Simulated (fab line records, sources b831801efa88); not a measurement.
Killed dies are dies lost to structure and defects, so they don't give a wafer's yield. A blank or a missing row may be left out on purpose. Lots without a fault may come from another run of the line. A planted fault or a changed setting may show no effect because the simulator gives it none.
Which tool did it? | flow gf180mcu | 11 lots, 33 wafers sampled, at 6 steps of a route of 602

WHAT THE GAUGES READ, wafer by wafer
GF_HV_LDD_TW_MEAS_38.
lot  | measured     | on            | HV_LDD_3_TW
L647 | day 12 11:27 | film_metro-02 | 1429 1432 1435
L648 | day 13 01:16 | film_metro-01 | 1456 1461 1452
L651 | day 14 05:19 | film_metro-04 | 1410 1412 1416
L653 | day 14 17:46 | film_metro-04 | 1419 1406 1407
L655 | day 16 01:12 | film_metro-04 | 1434 1427 1435
L656 | day 16 05:21 | film_metro-04 | 1431 1431 1434
L657 | day 16 05:43 | film_metro-04 | 1432 1430 1431
L658 | day 16 10:16 | film_metro-04 | 1432 1426 1422
L659 | day 17 00:13 | film_metro-01 | 1457 1451 1459
L660 | day 17 03:25 | film_metro-02 | 1430 1427 1428
L666 | day 18 23:41 | film_metro-04 | 1427 1416 1424

GF_V2_RS_MEAS_24: measures by four-point-probe.
lot  | measured     | on            | V2_W_RS (ohm/sq)
L647 | day 21 11:44 | film_metro-02 | 0.329 0.331 0.329
L648 | day 22 00:49 | film_metro-01 | 0.329 0.330 0.332
L651 | day 23 07:10 | film_metro-02 | 0.327 0.324 0.326
L653 | day 23 20:56 | film_metro-04 | 0.318 0.320 0.322
L655 | day 25 03:59 | film_metro-02 | 0.331 0.330 0.333
L656 | day 25 08:24 | film_metro-01 | 0.329 0.328 0.327
L657 | day 25 09:25 | film_metro-04 | 0.326 0.329 0.325
L658 | day 25 13:23 | film_metro-02 | 0.326 0.323 0.324
L659 | day 26 01:52 | film_metro-04 | 0.309 0.330 0.332
L660 | day 26 06:23 | film_metro-01 | 0.300 0.325 0.326
L666 | day 27 20:23 | film_metro-02 | 0.321 0.325 0.322

GF_V2_THK_MEAS_25: measures by xrf.
lot  | measured     | on            | V2_W_THK (nm)
L647 | day 21 11:51 | film_metro-02 | 356 356 355
L648 | day 22 00:55 | film_metro-01 | 353 352 350
L651 | day 23 07:16 | film_metro-02 | 357 362 356
L653 | day 23 21:03 | film_metro-04 | 361 357 357
L655 | day 25 04:07 | film_metro-02 | 359 357 352
L656 | day 25 08:31 | film_metro-01 | 355 358 354
L657 | day 25 09:32 | film_metro-04 | 360 355 358
L658 | day 25 13:31 | film_metro-02 | 362 362 363
L659 | day 26 01:59 | film_metro-04 | 380 357 352
L660 | day 26 06:29 | film_metro-01 | 388 356 355
L666 | day 27 20:29 | film_metro-02 | 361 354 358

WHICH TOOL RAN EACH LOT (tool, then ch and the chambers of the sampled wafers, then the start)
lot  | GF_PSD_RTA_13                    | GF_CONTACT_ETCH_17                            | GF_V2_CVD_23
L647 | rtp_anneal-01 ch 0, day 15 07:23 | rie_diel-02 ch 0,1,3, day 21 11:37 or earlier | cvd_w-02 ch 0,1, day 21 11:37
L648 | rtp_anneal-02 ch 0, day 15 20:37 | rie_diel-03 ch 0,3, day 22 00:41 or earlier   | cvd_w-02 ch 0,1, day 22 00:41
L651 | rtp_anneal-01 ch 0, day 17 02:46 | rie_diel-02 ch 0,1, day 23 07:00 or earlier   | cvd_w-01 ch 0,1, day 23 07:00
L653 | rtp_anneal-01 ch 0, day 17 17:16 | rie_diel-03 ch 2,3, day 23 20:49 or earlier   | cvd_w-01 ch 0, day 23 20:49
L655 | rtp_anneal-01 ch 0, day 19 01:11 | rie_diel-04 ch 0,1,3, day 25 03:53 or earlier | cvd_w-02 ch 0,1, day 25 03:53
L656 | rtp_anneal-02 ch 0, day 19 06:59 | rie_diel-03 ch 0,1,2, day 25 08:17 or earlier | cvd_w-02 ch 0,1, day 25 08:17
L657 | rtp_anneal-01 ch 0, day 19 07:17 | rie_diel-02 ch 0,2,3, day 25 09:19 or earlier | cvd_w-01 ch 0,1, day 25 09:19
L658 | rtp_anneal-01 ch 0, day 19 11:01 | rie_diel-04 ch 1, day 25 13:17 or earlier     | cvd_w-01 ch 0, day 25 13:17
L659 | rtp_anneal-01 ch 0, day 20 01:16 | rie_diel-03 ch 0,1,2, day 26 01:46 or earlier | cvd_w-02 ch 0,1, day 26 01:46
L660 | rtp_anneal-02 ch 0, day 20 04:52 | rie_diel-03 ch 0,1,2, day 26 06:16 or earlier | cvd_w-02 ch 0,1, day 26 06:16
L666 | rtp_anneal-02 ch 0, day 22 00:40 | rie_diel-03 ch 1,3, day 27 20:14 or earlier   | cvd_w-01 ch 0,1, day 27 20:14
- GF_PSD_RTA_13: time 20 s.
- GF_CONTACT_ETCH_17: etches SiO2 in C4F8/O2/Ar, stops on CoSi2, target depth 860 nm.
- GF_V2_CVD_23: deposits W, target thk 350 nm, time 104.94 s.

WHAT THE TOOLS THEMSELVES READ (means of the sampled wafers that have a number; where no wafer has one, the mark that the record gives instead)
GF_PSD_RTA_13.
lot  | tool          | chamber_o2_ppm | lamp_power_pct (%) | wafer_temp_C_max
L647 | rtp_anneal-01 | 1.999          | 30.05              | 1028.3
L648 | rtp_anneal-02 | 1.984          | 30.39              | 1033.5
L651 | rtp_anneal-01 | 1.980          | 30.07              | 1028.1
L653 | rtp_anneal-01 | 2.021          | 30.09              | 1029.2
L655 | rtp_anneal-01 | 2.038          | 30.07              | 1028.4
L656 | rtp_anneal-02 | 1.995          | 30.37              | 1035.8
L657 | rtp_anneal-01 | 2.032          | 30.07              | 1028.0
L658 | rtp_anneal-01 | 2.019          | 30.07              | 1028.6
L659 | rtp_anneal-01 | 2.008          | 30.06              | 1028.0
L660 | rtp_anneal-02 | 2.005          | 30.37              | 1032.0
L666 | rtp_anneal-02 | 1.998          | 30.37              | 1031.7

GF_CONTACT_ETCH_17.
lot  | tool        | oes_product_au (a.u.)
L647 | rie_diel-02 | 0.817
L648 | rie_diel-03 | 0.815
L651 | rie_diel-02 | 0.819
L653 | rie_diel-03 | 0.813
L655 | rie_diel-04 | 0.820
L656 | rie_diel-03 | 0.813
L657 | rie_diel-02 | 0.810
L658 | rie_diel-04 | 0.813
L659 | rie_diel-03 | 0.815
L660 | rie_diel-03 | 0.814
L666 | rie_diel-03 | 0.811

GF_V2_CVD_23.
lot  | tool     | heater_power_outer_w (W) | heater_power_w (W)
L647 | cvd_w-02 | 466                      | 691
L648 | cvd_w-02 | 447                      | 672
L651 | cvd_w-01 | 597                      | 931
L653 | cvd_w-01 | 563                      | 857
L655 | cvd_w-02 | 447                      | 669
L656 | cvd_w-02 | 477                      | 685
L657 | cvd_w-01 | 634                      | 973
L658 | cvd_w-01 | 558                      | 866
L659 | cvd_w-02 | 451                      | 668
L660 | cvd_w-02 | 443                      | 667
L666 | cvd_w-01 | 637                      | 999

THE ANSWER, worked out from the rows above alone
Rule: what is usual is taken from the lots themselves. Put in order of their means at a reading, lots are off if they are a third of the lots or fewer, leave a main group of 4 or more, and stand apart from it by a gap of 3 or more times the standard deviation of the main group's means; of several such gaps the widest counts. A main group whose means are all the same, to the digits that the tables above print for the reading, isn't used. A lot without any number at a reading at which 4 lots or more have one is off too. The other lots that the step has rows for count as sound. The gauges are gone through in route order, then the tools' own readings, and for those a lot's mean is taken as printed above. The first step at which some lot is off is used, and at that step the reading that is off furthest; a lot without a number counts as furthest.
No lot is off at any reading shown: from this, nothing can be told.

WHAT THE SIMULATOR HAD PUT IN
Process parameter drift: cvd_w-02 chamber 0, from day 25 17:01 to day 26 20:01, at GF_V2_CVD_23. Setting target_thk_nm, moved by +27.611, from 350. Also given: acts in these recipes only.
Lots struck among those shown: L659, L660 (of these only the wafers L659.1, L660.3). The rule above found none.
